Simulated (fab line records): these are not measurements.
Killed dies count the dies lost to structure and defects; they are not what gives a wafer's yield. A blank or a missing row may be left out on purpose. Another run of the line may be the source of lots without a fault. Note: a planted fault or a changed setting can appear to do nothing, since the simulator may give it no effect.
Matching of chambers :: flow sky130 :: rieDiel-02 running SKY_POLY_CUT_ETCH_10: 4 sister chambers
The step etches BARC in N2/H2, stops on SiO2, time 45.9 s, target depth 60 nm. 16 wafers are shown with their chamber, then 8 later ones without.

== EACH WAFER AND ITS CHAMBER ==
wafer: L077.3
chamber: 3
drypumpMotorCurrentA (A): 5.52
rfFwdPowerW (W): 496.7
oesProductAu (a.u.): 0.854

wafer: L077.4
chamber: 0
drypumpMotorCurrentA (A): 5.54
rfFwdPowerW (W): 497.5
oesProductAu (a.u.): 0.843

wafer: L077.6
chamber: 2
drypumpMotorCurrentA (A): 6.20
rfFwdPowerW (W): 497.2
oesProductAu (a.u.): 0.847

wafer: L079.1
chamber: 3
drypumpMotorCurrentA (A): 5.50
rfFwdPowerW (W): 497.3
oesProductAu (a.u.): 0.857

wafer: L079.3
chamber: 2
drypumpMotorCurrentA (A): 6.21
rfFwdPowerW (W): 494.9
oesProductAu (a.u.): 0.860

wafer: L079.4
chamber: 0
drypumpMotorCurrentA (A): 5.55
rfFwdPowerW (W): 496.6
oesProductAu (a.u.): 0.852

wafer: L083.1
chamber: 0
drypumpMotorCurrentA (A): 5.53
rfFwdPowerW (W): 497.5
oesProductAu (a.u.): 0.860

wafer: L083.5
chamber: 1
drypumpMotorCurrentA (A): 5.35
rfFwdPowerW (W): 494.2
oesProductAu (a.u.): 0.861

wafer: L083.6
chamber: 0
drypumpMotorCurrentA (A): 5.53
rfFwdPowerW (W): 496.8
oesProductAu (a.u.): 0.848

wafer: L084.1
chamber: 0
drypumpMotorCurrentA (A): 5.55
rfFwdPowerW (W): 494.7
oesProductAu (a.u.): 0.852

wafer: L084.3
chamber: 1
drypumpMotorCurrentA (A): 5.40
rfFwdPowerW (W): 492.9
oesProductAu (a.u.): 0.861

wafer: L084.5
chamber: 1
drypumpMotorCurrentA (A): 5.36
rfFwdPowerW (W): 493.8
oesProductAu (a.u.): 0.846

wafer: L087.4
chamber: 0
drypumpMotorCurrentA (A): 5.54
rfFwdPowerW (W): 496.3
oesProductAu (a.u.): 0.850

wafer: L087.5
chamber: 3
drypumpMotorCurrentA (A): 5.50
rfFwdPowerW (W): 495.8
oesProductAu (a.u.): 0.855

wafer: L087.6
chamber: 2
drypumpMotorCurrentA (A): 6.22
rfFwdPowerW (W): 496.1
oesProductAu (a.u.): 0.862

wafer: L092.2
chamber: 0
drypumpMotorCurrentA (A): 5.54
rfFwdPowerW (W): 492.6
oesProductAu (a.u.): 0.850

SIGNATURES (averages over the wafers above)
reading: drypumpMotorCurrentA
chamber 0: 5.5400
chamber 1: 5.3700
chamber 2: 6.2100
chamber 3: 5.5067
scatter within a chamber: 0.0137

reading: rfFwdPowerW
chamber 0: 496.000
chamber 1: 493.633
chamber 2: 496.067
chamber 3: 496.600
scatter within a chamber: 1.4

reading: oesProductAu
chamber 0: 0.85071
chamber 1: 0.85600
chamber 2: 0.85633
chamber 3: 0.85533
scatter within a chamber: 0.00609
Rule: for a wafer and a chamber, the distance is found by dividing, reading by reading, the gap between the wafer's reading and the chamber's mean by the reading's scatter, squaring, summing and taking the root. The wafer belongs to the nearest chamber; if the next one is less than 2 further off, it can't be placed. The scatter: the root of (the sum of the squares of (reading less its chamber's mean) over the shown wafers, divided by (wafers less chambers)).

== WAFERS WHOSE CHAMBER IS MISSING ==
wafer: L092.4
drypumpMotorCurrentA (A): 6.23
rfFwdPowerW (W): 497.9
oesProductAu (a.u.): 0.851

wafer: L092.5
drypumpMotorCurrentA (A): 5.53
rfFwdPowerW (W): 494.2
oesProductAu (a.u.): 0.850

wafer: L096.2
drypumpMotorCurrentA (A): 5.55
rfFwdPowerW (W): 495.9
oesProductAu (a.u.): 0.861

wafer: L096.3
drypumpMotorCurrentA (A): 5.39
rfFwdPowerW (W): 493.3
oesProductAu (a.u.): 0.853

wafer: L096.6
drypumpMotorCurrentA (A): 5.49
rfFwdPowerW (W): 495.5
oesProductAu (a.u.): 0.856

wafer: L097.1
drypumpMotorCurrentA (A): 5.39
rfFwdPowerW (W): 493.7
oesProductAu (a.u.): 0.857

wafer: L097.3
drypumpMotorCurrentA (A): 6.20
rfFwdPowerW (W): 494.4
oesProductAu (a.u.): 0.852

wafer: L097.6
drypumpMotorCurrentA (A): 5.37
rfFwdPowerW (W): 495.3
oesProductAu (a.u.): 0.858

== WHICH CHAMBER EACH ONE RAN IN ==
wafer: L092.4
from the rows above: 2
in truth: 2

wafer: L092.5
from the rows above: can't be placed: 0 or 3
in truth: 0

wafer: L096.2
from the rows above: can't be placed: 0 or 3
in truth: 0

wafer: L096.3
from the rows above: 1
in truth: 1

wafer: L096.6
from the rows above: 3
in truth: 3

wafer: L097.1
from the rows above: 1
in truth: 1

wafer: L097.3
from the rows above: 2
in truth: 2

wafer: L097.6
from the rows above: 1
in truth: 1
6 of 8 placed correctly. From these rows, 2 cannot be placed; in 2 the true chamber is one of the candidates. Placed wrongly: 0.
